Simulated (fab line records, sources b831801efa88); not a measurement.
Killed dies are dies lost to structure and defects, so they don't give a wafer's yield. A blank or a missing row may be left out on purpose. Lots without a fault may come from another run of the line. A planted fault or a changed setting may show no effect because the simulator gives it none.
fab line records | flow sky130
record lots=12 wafers=36 last_day=50
route steps=708 shown VT_ADJUST_LVTN@117 VT_ADJUST_HVTR@142 VT_ADJUST_PCH@151 SONOS_TUNNEL@166 PAD_OPEN@708
lots that met no fault: from a run of the same line without faults
start_h: hours from the record's first day to the start of the lot's first wafer shown | wait_h: hours since the lot's step before | " the same as in the row above | L1.1+2: a row that stands for several wafers | - no value, or no start given | * or withheld: withheld | < > ~ a bound
route shown NAME@n: a module of which the file shows steps, and the number in the route of the first | usual: mean/standard deviation of fault-free wafers | same: alike in all rows | chamber/n: place in a boat | sites: the reading at each site | _std_site: their standard deviation | _edge_site: outer sites' mean less inner sites' | radius_mm: how far each site lies from the wafer's centre | mask NAME#n: copy n | behind: the tool/chamber that last shaped the wafer | hold: why the lot was held/for how many hours/how that ended | device: the transistor (n, p or np) that didn't switch | end of line: the same wafers' tests at the end of the route | a step without rows: its recipe alone | killed: dies lost to structure and defects at the first sort, not the wafer's yield | map: a wafer's dies, x killed, . not, _ none there
set.NAME: the setting as run; set.NAME@STEP: as run at that earlier step | model.NAME: the simulator's own value behind a step, which no gauge read
steps of the route over a sample of lots; a table a step, a row a wafer
services: from which hour (start_h, from the record's first day; less than 0 if before it) a tool's chamber was out of use, for how many hours, and why
## steps
# step SKY_VT_ADJUST_LVTN_STRIP_20
# recipe chemistry=O2/N2 power_w=1400 pressure_mtorr=1500 platen_temp_c=withheld o2_flow_sccm=3000 n2_flow_sccm=300 overash_fraction=0.5
# usual drypump_motor_current_A=5.7/0.34 oes_product_au=0.715/0.0048 strip_time_to_endpoint_s=14.17/0.044
# columns lot.wafer tool chamber start_h wait_h drypump_motor_current_A oes_product_au rf_hours_counter_h strip_time_to_endpoint_s
L540.3 plasma_asher-02 1 159.07 0.1 5.4 0.713 - 14.19
L540.4 " 0 " " 6.1 0.710 - 14.20
L540.5 " 0 " " 6.1 0.715 - 14.18
L545.1 plasma_asher-03 0 191.41 0.1 5.8 0.714 8 14.18
L545.4 " 1 " " 5.7 0.715 - 14.25
L545.6 " 1 " " 5.7 0.710 - 14.18
L546.1 plasma_asher-02 0 196.72 0.1 6.1 0.713 39 14.18
L546.3 " 1 " " 5.5 0.715 - 14.25
L546.5 " 0 " " 6.1 0.721 - 14.22
L547.2 plasma_asher-02 0 202.36 0.1 6.1 0.713 39 14.25
L547.3 " 0 " " 6.1 0.711 - 14.23
L547.6 " 1 " " 5.5 0.711 - 14.20
L549.3 plasma_asher-03 1 219.47 0.1 5.7 0.723 - 14.17
L549.5 " 1 " " 5.7 0.713 - 14.15
L549.6 " 0 " " 5.8 0.715 - 14.13
L551.1 plasma_asher-02 1 226.08 0.1 5.5 0.721 42 14.18
L551.3 " 1 " " 5.5 0.714 - 14.18
L551.6 " 1 " " 5.5 0.721 - 14.18
L552.1 plasma_asher-03 1 234.42 0.1 5.7 0.711 12 14.12
L552.2 " 0 " " 5.8 0.712 12 14.12
L552.6 " 0 " " 5.8 0.716 - 14.11
L558.1 plasma_asher-04 0 271.81 0.1 6.1 0.706 61 14.14
L558.4 " 0 " " 6.1 0.723 - 14.17
L558.5 " 1 " " 5.2 0.702 - 14.14
L560.2 plasma_asher-02 0 290.51 0.1 6.1 0.710 47 14.17
L560.4 " 1 " " 5.5 0.716 - 14.14
L560.6 " 1 " " 5.5 0.715 - 14.19
L561.1 plasma_asher-03 1 295.06 0.1 5.7 0.710 18 14.16
L561.3 " 0 " " 5.8 0.717 - 14.12
L561.5 " 0 " " 5.8 0.713 - 14.12
L562.1 plasma_asher-02 1 301.58 0.1 5.5 0.716 48 14.28
L562.3 " 0 " " 6.1 0.711 - 14.26
L562.6 " 1 " " 5.5 0.715 - 14.27
L563.2 plasma_asher-03 0 305.12 0.1 5.7 0.721 19 14.15
L563.3 " 0 " " 5.8 0.723 - 14.18
L563.5 " 1 " " 5.7 0.712 - 14.13
# step SKY_VT_ADJUST_HVTR_TW_MEAS_11
# usual VT_ADJUST_HVTR_TW=213.3/1.4
# columns lot.wafer tool chamber start_h wait_h VT_ADJUST_HVTR_TW
L540.3 film_metro-02 - 198.47 0.1 211.1
L540.4 " - " " 211.1
L540.5 " - " " 211.7
L545.1 film_metro-04 - 233.47 0.1 215.3
L545.4 " - " " 215.9
L545.6 " - " " 215.3
L546.1 film_metro-02 - 238.42 0.1 213.0
L546.3 " - " " 213.4
L546.5 " - " " 212.4
L547.2 film_metro-04 - 246.05 0.1 214.1
L547.3 " - " " 213.9
L547.6 " - " " 215.3
L549.3 film_metro-02 - 263.49 0.1 211.7
L549.5 " - " " 212.9
L549.6 " - " " 211.9
L551.1 film_metro-02 - 271.13 0.1 212.9
L551.3 " - " " 213.7
L551.6 " - " " 212.0
L552.1 film_metro-01 - 280.67 0.1 212.7
L552.2 " - " " 213.4
L552.6 " - " " 213.3
L558.1 film_metro-01 - 320.78 0.1 212.2
L558.4 " - " " 211.7
L558.5 " - " " 212.4
L560.2 film_metro-04 - 341.09 0.1 215.4
L560.4 " - " " 215.5
L560.6 " - " " 215.6
L561.1 film_metro-02 - 345.92 0.1 212.7
L561.3 " - " " 212.0
L561.5 " - " " 212.3
L562.1 film_metro-04 - 353.15 0.1 216.6
L562.3 " - " " 215.7
L562.6 " - " " 215.8
L563.2 film_metro-01 - 357.54 0.1 211.8
L563.3 " - " " 212.4
L563.5 " - " " 212.3
# step SKY_VT_ADJUST_PCH_IMPLANT_08
# recipe species=B energy_kev=10 dose_cm2=5e+11 tilt_deg=withheld
# usual dose_ions_cm2=5e+11/5.5e+08 faraday_current_uA=2.83/0.056
# columns lot.wafer tool chamber start_h wait_h dose_ions_cm2 faraday_current_uA
L540.3 implanter-03 0 218.80 0.1 4.994e+11 2.77
L540.4 " 0 " " 4.997e+11 2.81
L540.5 " 0 " " 4.993e+11 2.83
L545.1 implanter-03 0 256.05 0.0 5.001e+11 2.87
L545.4 " 0 " " 4.993e+11 2.79
L545.6 " 0 " " 5.002e+11 2.80
L546.1 implanter-02 0 260.97 0.0 4.993e+11 2.93
L546.3 " 0 " " 5e+11 2.87
L546.5 " 0 " " 4.998e+11 2.86
L547.2 implanter-02 0 268.96 0.0 5.002e+11 2.80
L547.3 " 0 " " 5.012e+11 2.73
L547.6 " 0 " " 5.011e+11 2.89
L549.3 implanter-02 0 286.33 0.1 2.253e+11 1.28
L549.5 " 0 " " 2.254e+11 1.23
L549.6 " 0 " " 2.252e+11 1.27
L551.1 implanter-02 0 295.12 0.0 2.252e+11 1.27
L551.3 " 0 " " 2.251e+11 1.25
L551.6 " 0 " " 2.246e+11 1.27
L552.1 implanter-02 0 304.30 0.0 2.244e+11 1.26
L552.2 " 0 " " 2.258e+11 1.30
L552.6 " 0 " " 2.244e+11 1.30
L558.1 implanter-01 0 346.52 0.0 4.994e+11 2.77
L558.4 " 0 " " 4.997e+11 2.80
L558.5 " 0 " " 4.996e+11 2.81
L560.2 implanter-02 0 368.01 0.0 4.997e+11 2.90
L560.4 " 0 " " 4.995e+11 2.83
L560.6 " 0 " " 5.006e+11 2.82
L561.1 implanter-03 0 374.23 0.0 4.998e+11 2.73
L561.3 " 0 " " 5.002e+11 2.75
L561.5 " 0 " " 5.001e+11 2.82
L562.1 implanter-03 0 381.10 0.0 4.998e+11 2.95
L562.3 " 0 " " 5.002e+11 2.85
L562.6 " 0 " " 4.998e+11 2.85
L563.2 implanter-01 0 385.76 0.0 5.004e+11 2.79
L563.3 " 0 " " 5.006e+11 2.95
L563.5 " 0 " " 5.006e+11 2.75
# step SKY_VT_ADJUST_PCH_TW_MEAS_10
# usual VT_ADJUST_PCH_TW=144.4/1.1
# columns lot.wafer tool chamber start_h wait_h VT_ADJUST_PCH_TW
L540.3 film_metro-02 - 219.02 0.1 144.4
L540.4 " - " " 144.2
L540.5 " - " " 143.9
L545.1 film_metro-04 - 256.30 0.1 145.9
L545.4 " - " " 144.2
L545.6 " - " " 145.7
L546.1 film_metro-03 - 261.22 0.1 143.0
L546.3 " - " " 143.2
L546.5 " - " " 142.3
L547.2 film_metro-03 - 269.19 0.1 143.9
L547.3 " - " " 142.7
L547.6 " - " " 143.9
L549.3 film_metro-03 - 286.59 0.1 116.8
L549.5 " - " " 117.6
L549.6 " - " " 117.4
L551.1 film_metro-04 - 295.37 0.1 119.0
L551.3 " - " " 119.1
L551.6 " - " " 118.9
L552.1 film_metro-04 - 304.55 0.1 118.5
L552.2 " - " " 118.8
L552.6 " - " " 118.4
L558.1 film_metro-04 - 346.77 0.1 145.4
L558.4 " - " " 146.0
L558.5 " - " " 145.1
L560.2 film_metro-02 - 368.24 0.1 144.4
L560.4 " - " " 144.8
L560.6 " - " " 143.7
L561.1 film_metro-04 - 374.48 0.1 145.5
L561.3 " - " " 145.5
L561.5 " - " " 145.8
L562.1 film_metro-02 - 381.35 0.1 144.5
L562.3 " - " " 144.4
L562.6 " - " " 143.5
L563.2 film_metro-04 - 385.99 0.1 145.1
L563.3 " - " " 145.1
L563.5 " - " " 145.0
# step SKY_SONOS_TUNNEL_TW_MEAS_12
# usual SONOS_TUNNEL_TW=199.3/1.5
# columns lot.wafer tool chamber start_h wait_h SONOS_TUNNEL_TW
L540.3 film_metro-04 - 240.67 0.0 200.9
L540.4 " - " " 200.8
L540.5 " - " " 200.3
L545.1 film_metro-04 - 279.85 0.0 200.8
L545.4 " - " " 200.0
L545.6 " - " " 199.5
L546.1 film_metro-03 - 284.97 0.0 198.2
L546.3 " - " " 197.8
L546.5 " - " " 198.2
L547.2 film_metro-04 - 293.64 0.0 199.2
L547.3 " - " " 199.0
L547.6 " - " " 199.1
L549.3 film_metro-01 - 311.38 0.0 197.3
L549.5 " - " " 197.6
L549.6 " - " " 197.3
L551.1 film_metro-04 - 320.81 0.0 200.0
L551.3 " - " " 200.5
L551.6 " - " " 200.5
L552.1 film_metro-03 - 329.66 0.0 198.2
L552.2 " - " " 197.8
L552.6 " - " " 197.8
L558.1 film_metro-04 - 374.76 0.0 200.4
L558.4 " - " " 201.9
L558.5 " - " " 200.9
L560.2 film_metro-03 - 396.49 0.0 196.8
L560.4 " - " " 197.8
L560.6 " - " " 198.4
L561.1 film_metro-01 - 403.26 0.0 199.6
L561.3 " - " " 199.2
L561.5 " - " " 199.3
L562.1 film_metro-04 - 410.65 0.0 201.1
L562.3 " - " " 200.4
L562.6 " - " " 201.0
L563.2 film_metro-03 - 416.14 0.0 199.5
L563.3 " - " " 197.9
L563.5 " - " " 198.4
# step SKY_PAD_OPEN_PROBE_99
# usual killed_at_M0_to_M3=42/7.4 killed_at_M4_up=3.4/1.8 killed_at_contacts=25/5.4 killed_at_front_end=15/4.4 killed_at_other=0.2/0.52 killed_dies=86/9.3 killed_open=47/7.6 killed_short=39/6.5
# same gross_dies=492 killed_at_back_side=0
# columns lot.wafer tool chamber start_h wait_h killed_at_M0_to_M3 killed_at_M4_up killed_at_contacts killed_at_front_end killed_at_other killed_dies killed_open killed_short
L552.1 prober-02 - 1138.21 0.1 37 4 26 12 0 79 40 39
# killed by level:class
L552.1 CONTACT:geometric_particle:open=10 VIA3:geometric_particle:open=7 LOCAL_INTERCONNECT:geometric_particle:short=5 LI_CONTACT:geometric_particle:open=5 VIA1:geometric_particle:open=5 VIA2:geometric_particle:short=5 VIA3:geometric_particle:short=5 FIELD_ISO:geometric_particle:short=4
## services
# columns tool chamber start_h hours kind
implanter-01 - 151.28 6.5 pm
implanter-02 - 159.28 8.7 repair
plasma_asher-03 - 159.55 1.3 repair
implanter-03 - 182.36 6.3 repair
implanter-01 - 208.20 6.0 repair
plasma_asher-03 - 210.47 2.5 repair
implanter-02 - 216.19 2.7 pm
implanter-03 - 243.46 2.7 pm
plasma_asher-02 - 267.51 2.9 repair
plasma_asher-04 - 283.16 2.0 repair
plasma_asher-02 - 293.43 8.1 repair
implanter-01 - 295.87 6.3 repair
implanter-02 - 312.83 3.0 repair
plasma_asher-02 - 347.59 2.8 pm
implanter-01 - 355.08 3.9 repair
implanter-01 - 377.12 2.4 repair
implanter-02 - 378.02 13.4 pm
## key
first_sign step=SKY_VT_ADJUST_PCH_IMPLANT_08 reading=dose_ions_cm2 direction=down sigmas=99+ usual=* struck=*
effect step=SKY_VT_ADJUST_PCH_IMPLANT_08 reading=faraday_current_uA direction=down sigmas=28 usual=2.83 struck=1.27
effect step=SKY_VT_ADJUST_PCH_TW_MEAS_10 reading=VT_ADJUST_PCH_TW direction=down sigmas=24 usual=144.4 struck=118.3
met_at SKY_VT_ADJUST_PCH_IMPLANT_08
struck_lots L549,L551,L552
tester_left_out L549,L551,L552
not_acting_at SKY_VT_ADJUST_LVTN_STRIP_20,SKY_VT_ADJUST_HVTR_TW_MEAS_11,SKY_SONOS_TUNNEL_TW_MEAS_12
onset_between 268.96 286.33
fault kind=process_parameter_drift tool=implanter-02 chamber=- onset_h=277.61 steps=SKY_VT_ADJUST_PCH_IMPLANT_08 channel=dose_cm2 offset=* shape=step end_h=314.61 acts_in=* stated=*
# tester_left_out: of these lots the tester's yield and bins aren't shown, on N5 and GAA mostly nor the transistor test; their killed dies are dies lost to structure and defects alone, not to doping, threshold or leakage, so they don't give the yield
